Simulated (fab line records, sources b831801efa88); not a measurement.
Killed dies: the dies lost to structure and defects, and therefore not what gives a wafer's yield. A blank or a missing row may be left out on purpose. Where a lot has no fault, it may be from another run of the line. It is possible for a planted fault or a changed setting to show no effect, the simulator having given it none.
fab line records	flow gf180mcu
[record] lots = 24	wafers = 72	last-day = 34
route steps=602 shown V4@497 MIM@513 TOP_METAL@569 PASSIVATION@587
lots with no fault: from the same line, run without faults
start-h: hours from the record's first day to the start of the lot's first wafer shown	wait-h: hours since the lot's step before	" repeats the value in the row above	L1.1+2: a row that stands for several wafers	- either no value or no given start	* or withheld: withheld	< > ~ a bound
route shown NAME@n: names a module that has steps shown in the file, with the first one's number in the route	usual: mean/standard deviation taken from wafers without a fault	same: alike in all rows	chamber/n: place in a boat	sites: each site's reading	_std_site: the standard deviation of these	_edge_site: the outer-site mean with the inner-site mean subtracted	radius-mm: how far each site lies from the wafer's centre	mask NAME#n: copy n	behind: tool/chamber where the wafer was last shaped	hold: what put the lot on hold/how long, in hours/how the hold closed	device: the transistor (n, p or np) that didn't switch	end of line: the tests these same wafers got at the end of their route	a step given without rows: its recipe and nothing more	killed: at the first sort, the dies lost to defects and structure; wafer yield is something else	map: shows each die of a wafer: x if killed, . if not, _ if none is there
set.NAME: the run value of the setting; set.NAME@STEP: its run value at that earlier step	model.NAME: the simulator's own value behind a step, which no gauge read
the route's steps for a sample of lots (tables are steps, rows are wafers)
services: from which hour (start-h, from the record's first day; less than 0 if before it) a tool's chamber was out of use, for how many hours, and why
[[steps]]
[step GF_V4_SPUTTER_21]
[recipe] material = Ti	target-thk-nm = 15	chamber-pressure-pa = 5	power-w = 2500	substrate-temp-c = 200	time-s = 80.02
[usual] throttle-valve-pct = 30.4/0.99
lot.wafer	tool	chamber	start-h	wait-h	throttle-valve-pct
L074.1	pvd-sputter-04	-	570.76	0.0	30.9
L074.2	"	-	"	"	29.2
L074.5	"	-	"	"	30.3
L075.2	pvd-sputter-03	-	579.77	0.0	30.5
L075.3	"	-	"	"	29.9
L075.4	"	-	"	"	31.6
L076.1	pvd-sputter-01	-	587.94	0.0	29.0
L076.3	"	-	"	"	31.5
L076.5	"	-	"	"	29.4
L077.1	pvd-sputter-03	-	588.32	0.0	30.6
L077.2	"	-	"	"	31.4
L077.4	"	-	"	"	29.4
L078.3	pvd-sputter-01	-	604.39	0.0	29.5
L078.5	"	-	"	"	29.4
L078.6	"	-	"	"	31.3
L079.2	pvd-sputter-01	-	606.72	0.0	29.3
L079.4	"	-	"	"	29.4
L079.6	"	-	"	"	31.5
L080.3	pvd-sputter-03	-	617.91	0.0	30.0
L080.5	"	-	"	"	31.3
L080.6	"	-	"	"	30.8
L081.2	pvd-sputter-03	-	625.88	0.0	30.4
L081.3	"	-	"	"	30.9
L081.6	"	-	"	"	30.4
L082.1	pvd-sputter-04	-	630.30	0.0	31.0
L082.2	"	-	"	"	30.2
L082.5	"	-	"	"	29.1
L083.4	pvd-sputter-03	-	633.29	0.0	31.6
L083.5	"	-	"	"	31.5
L083.6	"	-	"	"	30.9
L084.1	pvd-sputter-03	-	646.03	0.0	30.7
L084.3	"	-	"	"	30.3
L084.5	"	-	"	"	31.7
L085.1	pvd-sputter-01	-	650.91	0.0	31.3
L085.3	"	-	"	"	31.6
L085.5	"	-	"	"	29.2
L086.1	pvd-sputter-04	-	658.19	0.0	30.2
L086.3	"	-	"	"	31.2
L086.4	"	-	"	"	30.8
L087.2	pvd-sputter-04	-	663.75	0.0	29.0
L087.4	"	-	"	"	30.4
L087.6	"	-	"	"	29.0
L088.1	pvd-sputter-03	-	673.67	0.0	29.6
L088.4	"	-	"	"	30.9
L088.6	"	-	"	"	30.3
L089.2	pvd-sputter-04	-	683.57	0.0	30.9
L089.3	"	-	"	"	29.5
L089.4	"	-	"	"	30.8
L090.1	pvd-sputter-01	-	693.21	0.0	29.6
L090.4	"	-	"	"	28.2
L090.6	"	-	"	"	28.3
L091.3	pvd-sputter-01	-	695.21	0.0	31.8
L091.5	"	-	"	"	31.5
L091.6	"	-	"	"	31.5
L092.1	pvd-sputter-04	-	699.69	0.0	29.2
L092.3	"	-	"	"	31.3
L092.4	"	-	"	"	30.7
L093.2	pvd-sputter-04	-	709.72	0.0	30.0
L093.3	"	-	"	"	31.3
L093.4	"	-	"	"	31.1
L094.1	pvd-sputter-01	-	710.95	0.0	28.1
L094.2	"	-	"	"	31.4
L094.5	"	-	"	"	28.1
L095.2	pvd-sputter-03	-	717.04	0.0	30.7
L095.3	"	-	"	"	30.4
L095.6	"	-	"	"	29.9
L096.1	pvd-sputter-03	-	735.04	0.0	31.5
L096.4	"	-	"	"	29.6
L096.6	"	-	"	"	30.0
L097.2	pvd-sputter-03	-	735.79	0.0	31.5
L097.5	"	-	"	"	31.0
L097.6	"	-	"	"	31.6
[step GF_MIM_RS_MEAS_10]
[recipe] thk-meas-gauge = four-point-probe	reads = TiN_of_MIM_SPUTTER_09+AlCu_of_MIM_SPUTTER_08+TiN_of_MIM_SPUTTER_07
[usual] MIM_ALCU_RS = 0.1600/0.0018
lot.wafer	tool	chamber	start-h	wait-h	MIM_ALCU_RS[ohm/sq]
L074.1	film-metro-02	-	571.87	0.0	0.1599
L074.2	"	-	"	"	0.1602
L074.5	"	-	"	"	0.1607
L075.2	film-metro-02	-	580.96	0.0	0.1610
L075.3	"	-	"	"	0.1617
L075.4	"	-	"	"	0.1613
L076.1	film-metro-04	-	589.05	0.0	0.1601
L076.3	"	-	"	"	0.1601
L076.5	"	-	"	"	0.1588
L077.1	film-metro-04	-	589.43	0.0	0.1585
L077.2	"	-	"	"	0.1566
L077.4	"	-	"	"	0.1574
L078.3	film-metro-04	-	605.54	0.1	0.1601
L078.5	"	-	"	"	0.1599
L078.6	"	-	"	"	0.1587
L079.2	film-metro-01	-	607.85	0.0	0.1583
L079.4	"	-	"	"	0.1595
L079.6	"	-	"	"	0.1592
L080.3	film-metro-02	-	619.06	0.1	0.1584
L080.5	"	-	"	"	0.1586
L080.6	"	-	"	"	0.1599
L081.2	film-metro-02	-	627.01	0.0	0.1640
L081.3	"	-	"	"	0.1631
L081.6	"	-	"	"	0.1617
L082.1	film-metro-01	-	631.41	0.0	0.1580
L082.2	"	-	"	"	0.1608
L082.5	"	-	"	"	0.1602
L083.4	film-metro-02	-	634.46	0.1	0.1604
L083.5	"	-	"	"	0.1588
L083.6	"	-	"	"	0.1605
L084.1	film-metro-02	-	647.14	0.0	0.1599
L084.3	"	-	"	"	0.1599
L084.5	"	-	"	"	0.1614
L085.1	film-metro-02	-	652.02	0.0	0.1587
L085.3	"	-	"	"	0.1596
L085.5	"	-	"	"	0.1597
L086.1	film-metro-01	-	659.30	0.0	0.1612
L086.3	"	-	"	"	0.1620
L086.4	"	-	"	"	0.1624
L087.2	film-metro-04	-	664.88	0.0	0.1594
L087.4	"	-	"	"	0.1609
L087.6	"	-	"	"	0.1604
L088.1	film-metro-04	-	675.22	0.0	0.1609
L088.4	"	-	"	"	0.1599
L088.6	"	-	"	"	0.1589
L089.2	film-metro-02	-	684.70	0.0	0.1614
L089.3	"	-	"	"	0.1592
L089.4	"	-	"	"	0.1602
L090.1	film-metro-04	-	694.32	0.0	0.1596
L090.4	"	-	"	"	0.1610
L090.6	"	-	"	"	0.1604
L091.3	film-metro-02	-	696.36	0.1	0.1597
L091.5	"	-	"	"	0.1594
L091.6	"	-	"	"	0.1618
L092.1	film-metro-02	-	700.80	0.0	0.1590
L092.3	"	-	"	"	0.1588
L092.4	"	-	"	"	0.1600
L093.2	film-metro-02	-	710.90	0.0	0.1609
L093.3	"	-	"	"	0.1589
L093.4	"	-	"	"	0.1593
L094.1	film-metro-01	-	712.08	0.0	0.1622
L094.2	"	-	"	"	0.1635
L094.5	"	-	"	"	0.1656
L095.2	film-metro-02	-	718.17	0.0	0.1598
L095.3	"	-	"	"	0.1594
L095.6	"	-	"	"	0.1602
L096.1	film-metro-04	-	736.22	0.0	0.1586
L096.4	"	-	"	"	0.1573
L096.6	"	-	"	"	0.1566
L097.2	film-metro-04	-	736.92	0.0	0.1559
L097.5	"	-	"	"	0.1569
L097.6	"	-	"	"	0.1565
[step GF_MIM_STRIP_20]
[recipe] chemistry = O2/N2	power-w = 1400	pressure-mtorr = 1500	platen-temp-c = 250	o2-flow-sccm = 3000	n2-flow-sccm = 300	overash-fraction = 0.5
[usual] drypump-motor-current-A = 5.59/0.21	heater-power-w = 330/33	oes-product-au = 0.691/0.0047	strip-time-to-endpoint-s = 11.21/0.043
lot.wafer	tool	chamber	start-h	wait-h	drypump-motor-current-A	heater-power-w	oes-product-au	rf-hours-counter-h	strip-time-to-endpoint-s
L074.1	plasma-asher-04	0	593.22	0.0	5.22	322	0.686	100	11.24
L074.2	"	1	"	"	5.81	265	0.680	100	11.20
L074.5	"	1	"	"	5.85	282	0.686	-	11.19
L075.2	plasma-asher-04	1	602.17	0.0	5.77	278	0.683	101	11.11
L075.3	"	1	"	"	5.80	277	0.688	-	11.15
L075.4	"	0	"	"	5.23	321	0.702	-	11.21
L076.1	plasma-asher-03	1	610.45	0.0	5.55	338	0.692	50	11.21
L076.3	"	1	"	"	5.56	350	0.692	-	11.24
L076.5	"	0	"	"	5.76	314	0.698	-	11.23
L077.1	plasma-asher-02	1	610.52	0.0	5.47	377	0.689	86	11.12
L077.2	"	0	"	"	5.69	317	0.692	86	11.21
L077.4	"	0	"	"	5.71	325	0.692	-	11.23
L078.3	plasma-asher-04	0	625.70	0.1	5.24	327	0.699	-	11.23
L078.5	"	0	"	"	5.23	325	0.686	-	11.31
L078.6	"	1	"	"	5.82	276	0.693	-	11.29
L079.2	plasma-asher-03	0	628.12	0.0	5.81	309	0.693	52	11.20
L079.4	"	1	"	"	5.53	335	0.689	-	11.20
L079.6	"	0	"	"	5.81	328	0.690	-	11.17
L080.3	plasma-asher-02	0	638.95	0.1	5.71	317	0.688	-	11.26
L080.5	"	1	"	"	5.46	389	0.682	-	11.19
L080.6	"	0	"	"	5.72	321	0.697	-	11.29
L081.2	plasma-asher-04	1	647.57	0.0	5.84	279	0.693	106	11.18
L081.3	"	1	"	"	5.80	277	0.690	-	11.13
L081.6	"	1	"	"	5.83	281	0.684	-	11.20
L082.1	plasma-asher-02	0	651.67	0.0	5.69	322	0.697	90	11.25
L082.2	"	1	"	"	5.46	389	0.687	90	11.19
L082.5	"	0	"	"	5.70	322	0.691	-	11.23
L083.4	plasma-asher-03	1	654.20	0.1	5.55	332	0.690	-	11.21
L083.5	"	1	"	"	5.55	347	0.697	-	11.24
L083.6	"	0	"	"	5.77	322	0.696	-	11.21
L084.1	plasma-asher-02	1	666.54	0.1	5.48	385	0.694	92	11.24
L084.3	"	1	"	"	5.48	382	0.688	-	11.19
L084.5	"	0	"	"	5.74	328	0.696	-	11.29
L085.1	plasma-asher-04	1	671.27	0.0	5.88	273	0.691	109	11.25
L085.3	"	0	"	"	5.21	322	0.698	-	11.28
L085.5	"	1	"	"	5.87	282	0.696	-	11.23
L086.1	plasma-asher-02	1	677.82	0.0	5.44	394	0.692	93	11.20
L086.3	"	0	"	"	5.70	318	0.691	-	11.19
L086.4	"	1	"	"	5.47	387	0.689	-	11.20
L087.2	plasma-asher-02	0	683.12	0.0	5.71	327	0.696	94	11.25
L087.4	"	0	"	"	5.69	321	0.695	-	11.25
L087.6	"	1	"	"	5.46	383	0.695	-	11.20
L088.1	plasma-asher-03	1	694.72	0.0	5.57	346	0.690	60	11.14
L088.4	"	0	"	"	5.75	323	0.696	-	11.20
L088.6	"	1	"	"	5.55	345	0.686	-	11.17
L089.2	plasma-asher-03	0	703.72	0.0	5.80	316	0.691	61	11.29
L089.3	"	1	"	"	5.57	346	0.694	-	11.28
L089.4	"	0	"	"	5.79	320	0.682	-	11.25
L090.1	plasma-asher-03	1	712.56	0.0	5.57	338	0.688	62	11.19
L090.4	"	1	"	"	5.55	345	0.695	-	11.26
L090.6	"	1	"	"	5.55	338	0.695	-	11.21
L091.3	plasma-asher-03	1	714.48	0.1	5.55	339	0.690	-	11.16
L091.5	"	1	"	"	5.56	336	0.682	-	11.09
L091.6	"	0	"	"	5.77	325	0.683	-	11.14
L092.1	plasma-asher-04	1	718.36	0.0	5.82	279	0.686	115	11.16
L092.3	"	0	"	"	5.23	326	0.692	-	11.19
L092.4	"	1	"	"	5.82	279	0.689	-	11.17
L093.2	plasma-asher-02	0	728.57	0.0	5.70	323	0.694	98	11.23
L093.3	"	1	"	"	5.45	390	0.694	-	11.17
L093.4	"	0	"	"	5.72	325	0.690	-	11.26
L094.1	plasma-asher-02	0	729.97	0.0	5.74	319	0.700	98	11.22
L094.2	"	1	"	"	5.44	381	0.694	98	11.17
L094.5	"	1	"	"	5.47	398	0.692	-	11.18
L095.2	plasma-asher-02	1	736.12	0.0	5.46	394	0.684	99	11.15
L095.3	"	1	"	"	5.46	379	0.686	-	11.18
L095.6	"	1	"	"	5.46	381	0.691	-	11.25
L096.1	plasma-asher-04	1	752.34	0.1	5.82	276	0.692	1	11.19
L096.4	"	1	"	"	5.82	270	0.688	-	11.17
L096.6	"	0	"	"	5.23	339	0.700	-	11.19
L097.2	plasma-asher-04	0	753.86	0.0	5.21	342	0.685	1	11.16
L097.5	"	1	"	"	5.81	272	0.691	-	11.23
L097.6	"	0	"	"	5.21	342	0.690	-	11.17
[step GF_TOP_METAL_SPUTTER_02]
[recipe] material = AlCu	target-thk-nm = 900	power-w = 10600	chamber-pressure-pa = 0.3	substrate-temp-c = 250	gas = Ar	time-s = 47.82
[usual] throttle-valve-pct = 30.3/1
lot.wafer	tool	chamber	start-h	wait-h	throttle-valve-pct
L074.1	pvd-sputter-01	-	638.04	0.0	31.4
L074.2	"	-	"	"	28.4
L074.5	"	-	"	"	28.3
L075.2	pvd-sputter-04	-	646.22	0.0	30.9
L075.3	"	-	"	"	29.2
L075.4	"	-	"	"	31.4
L077.1	pvd-sputter-04	-	654.24	0.0	30.4
L077.2	"	-	"	"	29.1
L077.4	"	-	"	"	30.7
L076.1	pvd-sputter-01	-	654.57	0.0	31.5
L076.3	"	-	"	"	29.5
L076.5	"	-	"	"	31.5
L078.3	pvd-sputter-02	-	669.40	0.0	29.8
L078.5	"	-	"	"	30.7
L078.6	"	-	"	"	30.6
L079.2	pvd-sputter-04	-	671.60	0.0	31.3
L079.4	"	-	"	"	30.1
L079.6	"	-	"	"	31.3
L080.3	pvd-sputter-04	-	681.70	0.0	29.0
L080.5	"	-	"	"	30.9
L080.6	"	-	"	"	29.1
L081.2	pvd-sputter-01	-	693.92	0.0	31.7
L081.3	"	-	"	"	31.5
L081.6	"	-	"	"	31.6
L082.1	pvd-sputter-01	-	694.72	0.0	31.6
L082.2	"	-	"	"	29.3
L082.5	"	-	"	"	31.2
L083.4	pvd-sputter-04	-	696.02	0.0	30.9
L083.5	"	-	"	"	31.0
L083.6	"	-	"	"	30.0
L084.1	pvd-sputter-02	-	708.14	0.0	30.7
L084.3	"	-	"	"	29.9
L084.5	"	-	"	"	29.6
L085.1	pvd-sputter-04	-	711.49	0.0	30.9
L085.3	"	-	"	"	30.3
L085.5	"	-	"	"	31.1
L086.1	pvd-sputter-04	-	719.54	0.0	29.1
L086.3	"	-	"	"	31.0
L086.4	"	-	"	"	31.0
L087.2	pvd-sputter-01	-	723.43	0.0	31.5
L087.4	"	-	"	"	29.2
L087.6	"	-	"	"	29.3
L088.1	pvd-sputter-02	-	734.99	0.0	29.3
L088.4	"	-	"	"	30.9
L088.6	"	-	"	"	31.1
L089.2	pvd-sputter-01	-	742.74	0.0	31.2
L089.3	"	-	"	"	31.7
L089.4	"	-	"	"	28.4
L090.1	pvd-sputter-02	-	751.15	0.0	29.7
L090.4	"	-	"	"	30.9
L090.6	"	-	"	"	29.5
L091.3	pvd-sputter-04	-	752.59	0.0	29.2
L091.5	"	-	"	"	30.2
L091.6	"	-	"	"	31.2
L092.1	pvd-sputter-01	-	756.50	0.0	31.4
L092.3	"	-	"	"	31.6
L092.4	"	-	"	"	29.2
L093.2	pvd-sputter-04	-	766.39	0.0	29.3
L093.3	"	-	"	"	30.1
L093.4	"	-	"	"	31.0
L094.1	pvd-sputter-04	-	767.70	0.0	31.0
L094.2	"	-	"	"	30.2
L094.5	"	-	"	"	31.2
L095.2	pvd-sputter-04	-	772.88	0.0	30.2
L095.3	"	-	"	"	29.1
L095.6	"	-	"	"	28.9
L096.1	pvd-sputter-01	-	787.69	0.0	31.5
L096.4	"	-	"	"	29.2
L096.6	"	-	"	"	29.6
L097.2	pvd-sputter-01	-	789.26	0.0	31.4
L097.5	"	-	"	"	28.3
L097.6	"	-	"	"	31.4
[step GF_TOP_METAL_METAL_ETCH_16]
[recipe] chemistry = Cl2/BCl3	mask-material = NOVOLAK	target-depth-nm = 1197	stop-on = SiO2	pressure-mtorr = 8	icp-w = 800	bias-w = 140	Cl2_flow_sccm = 80	bcl3-flow-sccm = 40	time-s = 199.5
[usual] drypump-motor-current-A = 6.0/0.39	mfc-cl2-sccm = 80.01/0.21	oes-product-au = 0.990/0.0063	throttle-valve-pct = 28.230/0.0093
lot.wafer	tool	chamber	start-h	wait-h	drypump-motor-current-A	mfc-cl2-sccm	oes-product-au	rf-hours-counter-h	throttle-valve-pct
L074.1	rie-metal-01	1	657.70	0.0	6.5	80.35	0.998	3	28.220
L074.2	"	1	"	"	6.5	80.28	0.995	-	28.234
L074.5	"	1	"	"	6.5	80.35	0.995	-	28.232
L075.2	rie-metal-01	1	666.24	0.1	6.5	79.83	0.985	-	28.245
L075.3	"	1	"	"	6.5	79.79	0.985	-	28.237
L075.4	"	1	"	"	6.5	80.00	0.990	-	28.246
L077.1	rie-metal-04	0	673.53	0.0	5.5	80.05	0.979	11	28.231
L077.2	"	1	"	"	6.0	80.07	0.997	4	28.224
L077.4	"	0	"	"	5.5	79.93	0.988	-	28.224
L076.1	rie-metal-01	1	673.83	0.0	6.4	80.17	0.998	4	28.237
L076.3	"	0	"	"	6.0	79.85	0.990	-	28.218
L076.5	"	1	"	"	6.5	80.32	0.995	-	28.216
L078.3	rie-metal-04	0	688.59	0.1	5.5	80.25	0.978	-	28.229
L078.5	"	1	"	"	6.0	79.77	0.995	-	28.231
L078.6	"	0	"	"	5.5	80.25	0.991	-	28.214
L079.2	rie-metal-04	0	690.15	0.0	5.6	80.01	0.988	12	28.238
L079.4	"	1	"	"	6.1	80.14	1.004	-	28.224
L079.6	"	0	"	"	5.5	80.40	0.992	-	28.248
L080.3	rie-metal-02	0	701.44	0.1	6.4	80.31	0.994	-	28.243
L080.5	"	1	"	"	5.2	80.28	0.985	-	28.247
L080.6	"	0	"	"	6.3	79.75	0.993	-	28.231
L081.2	rie-metal-04	1	712.23	0.0	6.0	79.68	0.990	5	28.221
L081.3	"	0	"	"	5.5	80.13	0.998	-	28.223
L081.6	"	0	"	"	5.5	80.22	0.990	-	28.227
L082.1	rie-metal-04	1	713.19	0.0	6.0	79.75	0.987	6	28.222
L082.2	"	0	"	"	5.5	79.86	0.989	13	28.221
L082.5	"	0	"	"	5.5	79.91	0.987	-	28.249
L083.4	rie-metal-04	1	715.16	0.1	6.0	79.95	0.993	-	28.220
L083.5	"	1	"	"	6.0	80.33	0.990	-	28.224
L083.6	"	0	"	"	5.5	79.87	0.988	-	28.230
L084.1	rie-metal-02	1	726.65	0.0	5.3	79.79	0.981	16	28.240
L084.3	"	1	"	"	5.3	80.27	0.979	-	28.228
L084.5	"	1	"	"	5.3	79.97	0.984	-	28.229
L085.1	rie-metal-04	1	729.43	0.0	6.0	80.13	0.987	6	28.220
L085.3	"	1	"	"	6.0	80.09	0.989	-	28.219
L085.5	"	1	"	"	6.1	79.55	0.996	-	28.221
L086.1	rie-metal-02	0	738.04	0.0	6.3	79.80	1.002	2	28.215
L086.3	"	0	"	"	6.3	79.68	0.991	-	28.238
L086.4	"	0	"	"	6.3	79.88	0.992	-	28.237
L087.2	rie-metal-04	1	740.95	0.0	6.0	79.94	0.992	7	28.228
L087.4	"	1	"	"	6.0	79.87	0.999	-	28.222
L087.6	"	1	"	"	6.1	80.05	1.002	-	28.232
L088.1	rie-metal-01	1	751.65	0.0	6.5	80.12	1.000	8	28.235
L088.4	"	0	"	"	6.0	80.12	0.982	-	28.243
L088.6	"	0	"	"	6.0	79.74	0.984	-	28.228
L089.2	rie-metal-04	1	759.38	0.0	6.0	80.21	0.994	8	28.220
L089.3	"	0	"	"	5.5	79.97	0.987	-	28.242
L089.4	"	1	"	"	6.0	80.14	0.992	-	28.248
L090.1	rie-metal-02	1	767.38	0.0	5.3	80.59	0.983	0	28.230
L090.4	"	0	"	"	6.4	79.88	0.994	-	28.225
L090.6	"	0	"	"	6.3	80.10	0.988	-	28.233
L091.3	rie-metal-01	1	769.26	0.1	6.5	79.90	0.982	-	28.230
L091.5	"	1	"	"	6.5	80.08	0.995	-	28.230
L091.6	"	0	"	"	6.0	79.95	0.982	-	28.231
L092.1	rie-metal-01	0	772.84	0.0	6.0	79.91	0.985	5	28.234
L092.3	"	1	"	"	6.5	79.86	0.989	-	28.224
L092.4	"	0	"	"	6.0	79.94	0.968	-	28.223
L093.2	rie-metal-01	0	782.29	0.0	6.0	80.07	0.990	6	28.240
L093.3	"	1	"	"	6.4	80.37	0.987	-	28.211
L093.4	"	0	"	"	6.0	80.11	0.976	-	28.251
L094.1	rie-metal-04	1	783.53	0.0	6.0	80.15	0.994	9	28.221
L094.2	"	0	"	"	5.5	79.88	0.989	16	28.246
L094.5	"	1	"	"	6.0	80.08	0.989	-	28.227
L095.2	rie-metal-04	0	788.98	0.0	5.5	79.93	0.983	17	28.229
L095.3	"	1	"	"	6.0	79.89	0.991	-	28.219
L095.6	"	1	"	"	6.1	79.79	1.005	-	28.230
L096.1	rie-metal-04	1	803.28	0.0	6.0	79.96	0.995	10	28.224
L096.4	"	0	"	"	5.5	79.98	0.989	-	28.234
L096.6	"	0	"	"	5.5	80.29	0.988	-	28.235
L097.2	rie-metal-01	0	804.10	0.0	6.0	79.90	0.984	7	28.233
L097.5	"	1	"	"	6.5	80.11	0.993	-	28.242
L097.6	"	0	"	"	6.0	79.70	0.990	-	28.242
[step GF_PASSIVATION_CVD_00]
[recipe] material = SiO2	target-thk-nm = 1000	precursor = TEOS	temp-c = 400	time-s = 111.95	rf-w = 600
[usual] heater-power-w = 628/110
lot.wafer	tool	chamber	start-h	wait-h	heater-power-w
L074.1	pecvd-01	0	658.62	0.0	639
L074.2	"	2	"	"	890
L074.5	"	1	"	"	564
L075.2	pecvd-01	1	667.10	0.0	727
L075.3	"	0	"	"	655
L075.4	"	1	"	"	580
L077.1	pecvd-03	0	674.26	0.0	654
L077.2	"	1	"	"	556
L077.4	"	1	"	"	612
L076.1	pecvd-03	1	674.56	0.0	674
L076.3	"	0	"	"	648
L076.5	"	2	"	"	510
L078.3	pecvd-01	1	689.25	0.0	690
L078.5	"	1	"	"	716
L078.6	"	2	"	"	811
L079.2	pecvd-02	2	690.91	0.0	496
L079.4	"	1	"	"	647
L079.6	"	2	"	"	524
L080.3	pecvd-01	2	702.11	0.0	783
L080.5	"	2	"	"	859
L080.6	"	0	"	"	628
L081.2	pecvd-01	1	712.95	0.0	704
L081.3	"	2	"	"	855
L081.6	"	2	"	"	695
L082.1	pecvd-03	1	713.91	0.0	656
L082.2	"	2	"	"	528
L082.5	"	1	"	"	718
L083.4	pecvd-01	1	715.86	0.0	585
L083.5	"	0	"	"	512
L083.6	"	2	"	"	872
L084.1	pecvd-03	1	727.73	0.0	609
L084.3	"	2	"	"	444
L084.5	"	0	"	"	516
L085.1	pecvd-03	2	730.28	0.0	504
L085.3	"	1	"	"	643
L085.5	"	1	"	"	677
L086.1	pecvd-03	1	738.95	0.0	651
L086.3	"	0	"	"	654
L086.4	"	2	"	"	488
L087.2	pecvd-01	2	741.68	0.0	709
L087.4	"	0	"	"	516
L087.6	"	1	"	"	577
L088.1	pecvd-01	2	752.38	0.0	833
L088.4	"	0	"	"	516
L088.6	"	1	"	"	565
L089.2	pecvd-03	2	760.10	0.0	464
L089.3	"	0	"	"	532
L089.4	"	2	"	"	498
L090.1	pecvd-01	0	768.10	0.0	609
L090.4	"	1	"	"	570
L090.6	"	0	"	"	653
L091.3	pecvd-03	2	769.92	0.0	483
L091.5	"	0	"	"	645
L091.6	"	2	"	"	507
L092.1	pecvd-03	1	773.56	0.0	635
L092.3	"	0	"	"	589
L092.4	"	2	"	"	414
L093.2	pecvd-03	0	783.02	0.0	637
L093.3	"	2	"	"	502
L093.4	"	2	"	"	411
L094.1	pecvd-01	2	784.28	0.0	880
L094.2	"	0	"	"	523
L094.5	"	2	"	"	727
L095.2	pecvd-03	2	789.73	0.0	442
L095.3	"	1	"	"	661
L095.6	"	2	"	"	475
L096.1	pecvd-01	0	804.00	0.0	623
L096.4	"	2	"	"	701
L096.6	"	1	"	"	562
L097.2	pecvd-01	2	804.92	0.0	799
L097.5	"	1	"	"	656
L097.6	"	0	"	"	617
[[services]]
tool	chamber	start-h	hours	kind
pecvd-03	1	557.36	4.0	repair
pecvd-01	-	557.57	2.8	pm
pecvd-01	-	591.12	14.0	pm
pecvd-01	1	592.97	16.6	repair
plasma-asher-02	-	601.66	4.3	pm
plasma-asher-02	-	618.05	7.6	repair
rie-metal-04	1	631.63	2.5	repair
pecvd-01	1	633.62	10.6	repair
plasma-asher-03	-	640.98	6.1	repair
pecvd-03	0	653.19	5.1	repair
rie-metal-01	-	663.27	0.8	repair
pecvd-03	0	663.28	4.8	repair
plasma-asher-02	-	674.83	1.8	repair
pecvd-03	0	674.89	15.1	repair
pvd-sputter-01	-	689.69	1.0	repair
plasma-asher-04	-	708.80	1.3	repair
pecvd-03	-	714.71	0.6	repair
plasma-asher-04	-	715.31	0.5	repair
pvd-sputter-04	-	729.22	5.4	repair
plasma-asher-04	-	733.75	9.0	pm
plasma-asher-04	-	743.78	2.5	repair
plasma-asher-02	-	763.80	1.5	repair
pecvd-01	-	791.42	0.3	repair
pvd-sputter-04	-	802.55	7.8	repair
[[key]]
fault none
